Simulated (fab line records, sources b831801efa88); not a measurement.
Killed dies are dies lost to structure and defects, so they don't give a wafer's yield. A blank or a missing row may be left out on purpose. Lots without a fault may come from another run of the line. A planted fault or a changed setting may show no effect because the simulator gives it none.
fab line records | flow sky130 | part 2 of 2: steps 28 to 38 of 38
record lots=5 wafers=15 last_day=50
route steps=708 shown SONOS_ONO@184 GATE_OXIDE@187 POLY_GATE@204 RES_PROTECT@206
lots that met no fault: from a run of the same line without faults
start_h: hours from the record's first day to the start of the lot's first wafer shown | wait_h: hours since the lot's step before | " the same as in the row above | L1.1+2: a row that stands for several wafers | - no value, or no start given | * or withheld: withheld | < > ~ a bound
route shown NAME@n: a module of which the file shows steps, and the number in the route of the first | usual: mean/standard deviation of fault-free wafers | same: alike in all rows | chamber/n: place in a boat | sites: the reading at each site | _std_site: their standard deviation | _edge_site: outer sites' mean less inner sites' | radius_mm: how far each site lies from the wafer's centre | mask NAME#n: copy n | behind: the tool/chamber that last shaped the wafer | hold: why the lot was held/for how many hours/how that ended | device: the transistor (n, p or np) that didn't switch | end of line: the same wafers' tests at the end of the route | a step without rows: its recipe alone | killed: dies lost to structure and defects at the first sort, not the wafer's yield | map: a wafer's dies, x killed, . not, _ none there
set.NAME: the setting as run; set.NAME@STEP: as run at that earlier step | model.NAME: the simulator's own value behind a step, which no gauge read
lots at some steps of the route; a table a step, a row a wafer
services: from which hour (start_h, from the record's first day; less than 0 if before it) a tool's chamber was out of use, for how many hours, and why
## steps
# step SKY_RES_PROTECT_PEB_05
# recipe temp_c=withheld time_s=* resist=NOVOLAK
# usual chill_plate_temp_C=*
# columns lot.wafer tool chamber start_h wait_h chill_plate_temp_C
L076.1 litho_track-01 0 - - *
L076.2 " 0 " " *
L076.5 " 0 " " *
L083.2 litho_track-04 0 - - *
L083.4 " 0 " " *
L083.6 " 0 " " *
L085.1 litho_track-01 0 - - *
L085.3 " 0 " " *
L085.6 " 0 " " *
L090.2 litho_track-04 0 - - *
L090.5 " 0 " " *
L090.6 " 0 " " *
L097.2 litho_track-04 0 - - *
L097.3 " 0 " " *
L097.6 " 0 " " *
# step SKY_RES_PROTECT_DEVELOP_06
# recipe resist=NOVOLAK developer=TMAH develop_time_s=60 dev_temp_c=23
# usual chill_plate_temp_C=23.01/0.1
# columns lot.wafer tool chamber start_h wait_h chill_plate_temp_C
L076.1 litho_track-01 0 357.25 0.1 23.06
L076.2 " 0 " " 23.11
L076.5 " 0 " " 22.95
L083.2 litho_track-04 0 416.11 0.1 23.07
L083.4 " 0 " " 23.07
L083.6 " 0 " " 23.07
L085.1 litho_track-01 0 431.20 0.1 23.05
L085.3 " 0 " " 23.02
L085.6 " 0 " " 22.92
L090.2 litho_track-04 0 476.36 0.1 23.09
L090.5 " 0 " " 23.01
L090.6 " 0 " " 22.96
L097.2 litho_track-04 0 545.61 0.1 23.21
L097.3 " 0 " " 23.02
L097.6 " 0 " " 22.97
# step SKY_POLY_GATE_IMPLANT_02
# recipe species=P energy_kev=30 dose_cm2=7.7e+15 tilt_deg=0
# columns lot.wafer tool chamber start_h wait_h
L076.1+2+5 implanter-03 0 357.40 0.1
L083.2+4+6 implanter-04 0 416.26 0.1
L085.1+3+6 implanter-01 0 431.35 0.1
L090.2+5+6 implanter-04 0 476.51 0.1
L097.2+3+6 implanter-04 0 545.76 0.1
# step SKY_RES_PROTECT_STRIP_07
# recipe chemistry=O2/N2 power_w=1400 pressure_mtorr=1500 platen_temp_c=withheld o2_flow_sccm=3000 n2_flow_sccm=300 overash_fraction=0.5
# usual drypump_motor_current_A=5.8/0.42 oes_product_au=0.518/0.0046 strip_time_to_endpoint_s=23.30/0.05
# columns lot.wafer tool chamber start_h wait_h drypump_motor_current_A oes_product_au rf_hours_counter_h strip_time_to_endpoint_s
L076.1 plasma_asher-02 1 357.55 0.1 6.0 0.512 70 23.27
L076.2 " 0 " " 5.9 0.520 70 23.25
L076.5 " 1 " " 6.0 0.514 - 23.23
L083.2 plasma_asher-02 1 416.39 0.1 6.0 0.513 77 23.23
L083.4 " 1 " " 6.0 0.524 - 23.18
L083.6 " 0 " " 5.9 0.512 - 23.17
L085.1 plasma_asher-03 0 431.50 0.1 6.5 0.516 74 23.30
L085.3 " 1 " " 5.9 0.520 - 23.31
L085.6 " 0 " " 6.5 0.513 - 23.31
L090.2 plasma_asher-03 0 476.63 0.1 6.5 0.519 79 23.33
L090.5 " 0 " " 6.5 0.517 - 23.34
L090.6 " 1 " " 5.9 0.515 - 23.40
L097.2 plasma_asher-01 0 545.88 0.1 5.2 0.513 40 23.30
L097.3 " 0 " " 5.2 0.523 - 23.28
L097.6 " 1 " " 5.3 0.527 - 23.26
# step SKY_RES_PROTECT_TW_MEAS_08
# usual POLY_GATE_TW=4083/28
# columns lot.wafer tool chamber start_h wait_h POLY_GATE_TW
L076.1 film_metro-03 - 357.65 0.1 4118
L076.2 " - " " 4125
L076.5 " - " " 4106
L083.2 film_metro-03 - 416.50 0.1 4109
L083.4 " - " " 4120
L083.6 " - " " 4105
L085.1 film_metro-04 - 431.60 0.1 4055
L085.3 " - " " 4066
L085.6 " - " " 4041
L090.2 film_metro-04 - 476.74 0.1 4056
L090.5 " - " " 4052
L090.6 " - " " 4071
L097.2 film_metro-01 - 546.04 0.1 4088
L097.3 " - " " 4115
L097.6 " - " " 4106
# step SKY_RES_PROTECT_CLEAN_09
# recipe chemistry=SC1/SC2 mix=1:4:20 temp_c=70 time_s=150 dry=n2_spin
# columns lot.wafer tool chamber start_h wait_h
L076.1+2+5 wet_bench-01 2 357.71 0.1
L083.2+4+6 wet_bench-01 1 416.55 0.0
L085.1+3+6 wet_bench-04 1 431.66 0.1
L090.2+5+6 wet_bench-02 3 476.79 0.0
L097.2+3+6 wet_bench-04 0 546.09 0.0
# step SKY_POLY_GATE_CVD_03
# recipe material=Si3N4 precursor=DCS/NH3 target_thk_nm=75 temp_c=770 time_s=1290 pressure_mtorr=250
# columns lot.wafer tool chamber start_h wait_h
L076.1+2+5 lpcvd-02 1 358.86 1.1
L083.2+4+6 lpcvd-02 0 416.88 0.3
L085.1+3+6 lpcvd-02 0 433.48 1.8
L090.2+5+6 lpcvd-02 0 476.84 0.0
L097.2+3+6 lpcvd-02 0 546.16 0.0
# step SKY_POLY_GATE_THK_MEAS_04
# recipe reads=Si3N4_of_POLY_GATE_CVD_03
# usual POLY_GATE_CVD_03_THK=74.9/0.65
# columns lot.wafer tool chamber start_h wait_h POLY_GATE_CVD_03_THK[nm]
L076.1 film_metro-02 - 360.22 0.0 74.8
L076.2 " - " " 74.2
L076.5 " - " " 73.6
L083.2 film_metro-03 - 418.25 0.0 74.5
L083.4 " - " " 74.1
L083.6 " - " " 74.6
L085.1 film_metro-04 - 434.84 0.0 74.7
L085.3 " - " " 75.1
L085.6 " - " " 74.9
L090.2 film_metro-04 - 478.21 0.0 75.3
L090.5 " - " " 75.4
L090.6 " - " " 76.1
L097.2 film_metro-03 - 547.53 0.0 75.1
L097.3 " - " " 75.4
L097.6 " - " " 75.1
# step SKY_POLY_GATE_DEHYDRATE_05
# recipe temp_c=200 time_s=60
# usual chill_plate_temp_C=23.01/0.092
# columns lot.wafer tool chamber start_h wait_h chill_plate_temp_C
L076.1 litho_track-02 0 373.59 13.4 23.10
L076.2 " 0 " " 23.01
L076.5 " 0 " " 23.05
L083.2 litho_track-02 0 432.96 14.7 22.91
L083.4 " 0 " " 22.93
L083.6 " 0 " " 22.92
L085.1 litho_track-04 0 449.38 14.5 23.04
L085.3 " 0 " " 23.23
L085.6 " 0 " " 23.18
L090.2 litho_track-03 0 492.36 14.1 22.97
L090.5 " 0 " " 23.05
L090.6 " 0 " " 22.95
L097.2 litho_track-03 0 561.61 14.1 23.02
L097.3 " 0 " " 22.99
L097.6 " 0 " " 22.96
# step SKY_POLY_GATE_HMDS_06
# recipe prime_time_s=60 prime_temp_c=120
# usual chill_plate_temp_C=22.98/0.11
# columns lot.wafer tool chamber start_h wait_h chill_plate_temp_C
L076.1 litho_track-02 0 373.74 0.1 23.17
L076.2 " 0 " " 22.93
L076.5 " 0 " " 22.96
L083.2 litho_track-02 0 433.11 0.1 22.96
L083.4 " 0 " " 22.91
L083.6 " 0 " " 23.00
L085.1 litho_track-04 0 449.53 0.1 23.05
L085.3 " 0 " " 23.10
L085.6 " 0 " " 23.23
L090.2 litho_track-03 0 492.51 0.1 22.95
L090.5 " 0 " " 22.87
L090.6 " 0 " " 23.00
L097.2 litho_track-03 0 561.76 0.1 23.06
L097.3 " 0 " " 23.06
L097.6 " 0 " " 23.13
# step SKY_POLY_GATE_COAT_07
# recipe resist=BARC temp_c=withheld time_s=withheld spin_rpm=3000 resist_thk_nm=110
# usual chill_plate_temp_C=* dispense_pressure_kPa=52/5.7 spin_speed_rpm=2999.8/2.1
# columns lot.wafer tool chamber start_h wait_h chill_plate_temp_C dispense_pressure_kPa spin_speed_rpm
L076.1 litho_track-02 0 373.89 0.1 * 55 2999.9
L076.2 " 0 " " * 55 2998.2
L076.5 " 0 " " * 55 3000.1
L083.2 litho_track-02 0 433.26 0.1 * 55 3004.9
L083.4 " 0 " " * 55 3000.0
L083.6 " 0 " " * 55 3004.1
L085.1 litho_track-04 0 449.68 0.1 * 55 3000.1
L085.3 " 0 " " * 55 2999.6
L085.6 " 0 " " * 55 3001.4
L090.2 litho_track-03 0 492.66 0.1 * 42 3004.3
L090.5 " 0 " " * 42 2999.7
L090.6 " 0 " " * 42 3001.3
L097.2 litho_track-03 0 561.91 0.1 * 42 2996.6
L097.3 " 0 " " * 42 2997.1
L097.6 " 0 " " * 42 2998.4
## services
# columns tool chamber start_h hours kind
lpcvd-01 - 302.28 2.8 pm
furnace-01 - 302.49 1.0 repair
iline_stepper-02 - 308.21 2.1 pm
iline_stepper-02 - 311.54 1.7 pm
furnace-02 - 319.53 3.5 pm
wet_bench-03 - 323.86 13.3 repair
furnace-01 - 324.95 3.8 pm
wet_bench-04 - 335.53 1.2 repair
plasma_asher-03 - 343.24 7.3 repair
plasma_asher-03 - 359.95 14.6 pm
wet_bench-02 - 384.76 1.9 pm
plasma_asher-02 - 384.97 1.9 repair
furnace-01 - 402.07 2.7 pm
plasma_asher-02 - 421.25 9.0 pm
plasma_asher-02 - 445.38 0.4 repair
iline_stepper-02 - 447.75 9.6 repair
wet_bench-02 - 473.65 1.5 repair
iline_stepper-02 - 483.34 4.4 pm
furnace-02 - 488.58 2.8 pm
plasma_asher-02 - 511.75 2.8 pm
wet_bench-03 - 514.51 3.8 repair
plasma_asher-03 - 523.86 3.9 repair
iline_stepper-02 - 529.72 1.7 pm
wet_bench-03 - 545.18 2.8 repair
